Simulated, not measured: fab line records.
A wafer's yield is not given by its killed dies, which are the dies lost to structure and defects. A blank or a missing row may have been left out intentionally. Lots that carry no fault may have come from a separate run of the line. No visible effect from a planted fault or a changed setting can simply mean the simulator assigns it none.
Matching of chambers    flow sky130    4 sister chambers for SKY_FIELD_ISO_CMP_27 on cmp-01
The step polishes, stops on Si3N4, t overpolish 16 s, target thk 457.8 nm. 4 wafers are shown with their chamber, then 9 later ones without.

== WAFERS WITH THEIR CHAMBER ==
wafer   chamber  motor current A (A)
L636.1  2        11.7
L641.2  1        12.4
L641.3  3        13.0
L641.4  0        11.1

== WAFERS MISSING THEIR CHAMBER ==
wafer   motor current A (A)
L642.2  10.9
L642.5  13.0
L642.6  10.8
L654.1  12.3
L654.2  12.7
L654.5  11.3
L655.2  10.8
L655.3  12.4
L655.5  11.4

== WHICH CHAMBER EACH ONE RAN IN ==
wafer    from the rows above       in truth
L642.2   0                         0
L642.5   3                         3
L642.6   0                         0
L654.1   1                         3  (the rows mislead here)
L654.2   can't be placed: 1 or 3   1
L654.5   can't be placed: 0 or 2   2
L655.2   0                         0
L655.3   1                         1
L655.5   can't be placed: 2 or 0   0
Correctly placed: 5 of 9. Not placeable from these rows: 3 (in 3, the candidates include the true chamber). Wrongly placed: 1.
How it was worked out, from the rows above alone: a wafer's distance from a chamber is the root of the sum, over the readings, of the square of ((its reading less the chamber's mean) divided by the reading's scatter). If the next closest chamber is less than 2 further off than the closest, the wafer can't be placed; otherwise it belongs to the closest. The mean given for a chamber averages the wafers shown for that chamber. The scatter: with one shown wafer a chamber, the root of the mean of the squares of how far each hidden wafer lies from its nearest shown one.
